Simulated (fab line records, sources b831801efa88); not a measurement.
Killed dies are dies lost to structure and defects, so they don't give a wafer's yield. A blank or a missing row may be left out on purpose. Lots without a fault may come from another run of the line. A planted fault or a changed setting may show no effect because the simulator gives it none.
Which tool did it? | flow gf180mcu | 14 lots, 42 wafers sampled, at 5 steps of a route of 602

WHAT THE GAUGES READ, wafer by wafer
GF_HV_LDD_TW_MEAS_23.
lot  | measured     | on            | HV_LDD_2_TW
L292 | day 11 09:48 | film_metro-03 | 1052 1053 1052
L294 | day 11 17:08 | film_metro-02 | 1022 1024 1028
L297 | day 12 22:38 | film_metro-01 | 1059 1058 1057
L296 | day 12 23:01 | film_metro-03 | 1042 1040 1041
L298 | day 13 03:31 | film_metro-03 | 1057 1058 1059
L299 | day 13 07:56 | film_metro-01 | 1060 1062 1063
L300 | day 13 22:47 | film_metro-01 | 1063 1064 1059
L301 | day 14 05:17 | film_metro-02 | 1038 1040 1035
L303 | day 14 12:56 | film_metro-03 | 1049 1054 1060
L308 | day 16 15:17 | film_metro-02 | 1039 1039 1033
L309 | day 16 15:41 | film_metro-01 | 1063 1062 1062
L311 | day 17 15:17 | film_metro-01 | 1055 1061 1058
L312 | day 17 20:26 | film_metro-02 | 1037 1034 1038
L314 | day 18 08:02 | film_metro-01 | 1062 1060 1056

GF_HV_LDD_THK_MEAS_55.
lot  | measured     | on            | HV_LDD_CVD_54_THK (nm)
L292 | day 13 00:22 | film_metro-02 | 10.03 10.00 10.01
L294 | day 13 09:33 | film_metro-02 | 10.04 10.02 10.04
L297 | day 14 15:53 | film_metro-01 | 10.14 10.28 10.09
L296 | day 14 15:59 | film_metro-02 | 10.04 10.17 10.17
L298 | day 14 21:47 | film_metro-02 | 10.04 10.08 10.11
L299 | day 15 01:29 | film_metro-02 | 10.27 10.25 10.11
L300 | day 15 17:31 | film_metro-01 | 10.05 10.08 10.03
L301 | day 16 01:52 | film_metro-01 | 10.04 10.13 10.04
L303 | day 16 08:54 | film_metro-01 | 9.86 9.68 9.89
L308 | day 18 15:54 | film_metro-02 | 9.96 10.00 10.03
L309 | day 18 17:37 | film_metro-03 | 10.18 10.15 10.07
L311 | day 19 17:55 | film_metro-02 | 9.99 9.94 9.79
L312 | day 19 23:04 | film_metro-03 | 10.00 10.05 10.10
L314 | day 20 11:11 | film_metro-03 | 9.68 9.79 9.70

GF_PSD_RS_MEAS_14: measures by four-point-probe.
lot  | measured     | on            | NSD_RS (ohm/sq)
L292 | day 14 17:00 | film_metro-04 | 46.10 45.87 46.05
L294 | day 15 03:29 | film_metro-01 | 46.19 46.22 46.20
L297 | day 16 12:59 | film_metro-01 | 46.22 46.13 46.12
L296 | day 16 13:28 | film_metro-04 | 46.19 45.96 46.22
L298 | day 16 19:01 | film_metro-02 | 46.29 46.25 46.15
L299 | day 16 22:32 | film_metro-04 | 46.22 46.28 46.23
L300 | day 17 16:31 | film_metro-02 | 46.15 46.10 46.17
L301 | day 18 00:56 | film_metro-04 | 46.98 46.98 47.00
L303 | day 18 07:32 | film_metro-04 | 47.02 46.99 46.91
L308 | day 20 18:57 | film_metro-02 | 46.11 46.03 46.06
L309 | day 20 22:24 | film_metro-02 | 46.24 46.21 46.23
L311 | day 21 21:11 | film_metro-04 | 46.09 46.25 46.27
L312 | day 22 03:10 | film_metro-04 | 46.19 46.17 46.19
L314 | day 22 13:29 | film_metro-02 | 46.03 45.93 45.98

GF_SALICIDE_THK_MEAS_05: measures by xrf.
lot  | measured     | on            | SALICIDE_TIN_THK (nm)
L292 | day 15 14:52 | film_metro-03 | 19.95 19.94 20.10
L294 | day 16 02:07 | film_metro-03 | 20.03 20.13 20.21
L297 | day 17 12:28 | film_metro-01 | 19.81 19.89 19.79
L296 | day 17 12:53 | film_metro-04 | 20.12 19.98 20.05
L298 | day 17 17:56 | film_metro-01 | 20.24 20.21 20.20
L299 | day 17 22:10 | film_metro-04 | 20.05 19.87 19.74
L300 | day 18 17:07 | film_metro-03 | 20.57 20.31 20.78
L301 | day 19 01:32 | film_metro-03 | 19.85 20.07 19.86
L303 | day 19 08:07 | film_metro-04 | 20.38 20.38 20.16
L308 | day 21 19:24 | film_metro-04 | 20.34 20.16 20.70
L309 | day 21 22:46 | film_metro-04 | 20.30 19.87 19.98
L311 | day 22 20:58 | film_metro-01 | 20.15 19.94 20.04
L312 | day 23 02:48 | film_metro-03 | 20.25 20.56 20.10
L314 | day 23 12:29 | film_metro-04 | 20.03 20.60 20.17

WHICH TOOL RAN EACH LOT (tool, then ch and the chambers of the sampled wafers, then the start)
lot  | GF_NSD_IMPLANT_10
L292 | implanter-03 ch 0, day 13 21:39
L294 | implanter-03 ch 0, day 14 06:14
L297 | implanter-02 ch 0, day 15 14:23
L296 | implanter-02 ch 0, day 15 14:49
L298 | implanter-02 ch 0, day 15 20:23
L299 | implanter-02 ch 0, day 16 00:28
L300 | implanter-03 ch 0, day 16 16:53
L301 | implanter-03 ch 0, day 17 01:37
L303 | implanter-03 ch 0, day 17 08:02
L308 | implanter-01 ch 0, day 19 17:50
L309 | implanter-02 ch 0, day 19 20:45
L311 | implanter-01 ch 0, day 20 20:47
L312 | implanter-01 ch 0, day 21 02:35
L314 | implanter-02 ch 0, day 21 13:28
- GF_NSD_IMPLANT_10

WHAT THE TOOLS THEMSELVES READ (means of the sampled wafers that have a number; where no wafer has one, the mark that the record gives instead)
GF_NSD_IMPLANT_10.
lot  | tool         | end_station_pressure_torr (Torr)
L292 | implanter-03 | 7.1e-06
L294 | implanter-03 | 7.1e-06
L297 | implanter-02 | 7.7e-06
L296 | implanter-02 | 7.3e-06
L298 | implanter-02 | 7.5e-06
L299 | implanter-02 | 7.2e-06
L300 | implanter-03 | 7.3e-06
L301 | implanter-03 | 7.2e-06
L303 | implanter-03 | 7.3e-06
L308 | implanter-01 | 6.9e-06
L309 | implanter-02 | 7.1e-06
L311 | implanter-01 | 7.0e-06
L312 | implanter-01 | 7.0e-06
L314 | implanter-02 | 7.2e-06

THE ANSWER, worked out from the rows above alone
Rule: what is usual is taken from the lots themselves. Put in order of their means at a reading, lots are off if they are a third of the lots or fewer, leave a main group of 4 or more, and stand apart from it by a gap of 3 or more times the standard deviation of the main group's means; of several such gaps the widest counts. A main group whose means are all the same, to the digits that the tables above print for the reading, isn't used. A lot without any number at a reading at which 4 lots or more have one is off too. The other lots that the step has rows for count as sound. The gauges are gone through in route order, then the tools' own readings, and for those a lot's mean is taken as printed above. The first step at which some lot is off is used, and at that step the reading that is off furthest; a lot without a number counts as furthest.
Off: L301, L303, at GF_PSD_RS_MEAS_14 (NSD_RS). The main group: mean 46.15 ohm/sq, standard deviation 0.084.
A tool fits if, at a process step before that reading, it ran every lot that is off, and no sound lot after the first of them. The gauges at GF_PSD_RS_MEAS_14 are tried like those tools. One fits: implanter-03 at GF_NSD_IMPLANT_10. Its last sound lot is L300 (day 16 16:53), its first lot that is off L301 (day 17 01:37): a fault that began between those two fits.

WHAT THE SIMULATOR HAD PUT IN
Process parameter drift: implanter-03, from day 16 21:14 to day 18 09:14, at GF_NSD_IMPLANT_10. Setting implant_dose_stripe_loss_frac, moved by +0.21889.
Lots struck among those shown: L301, L303. The rule above found the same.
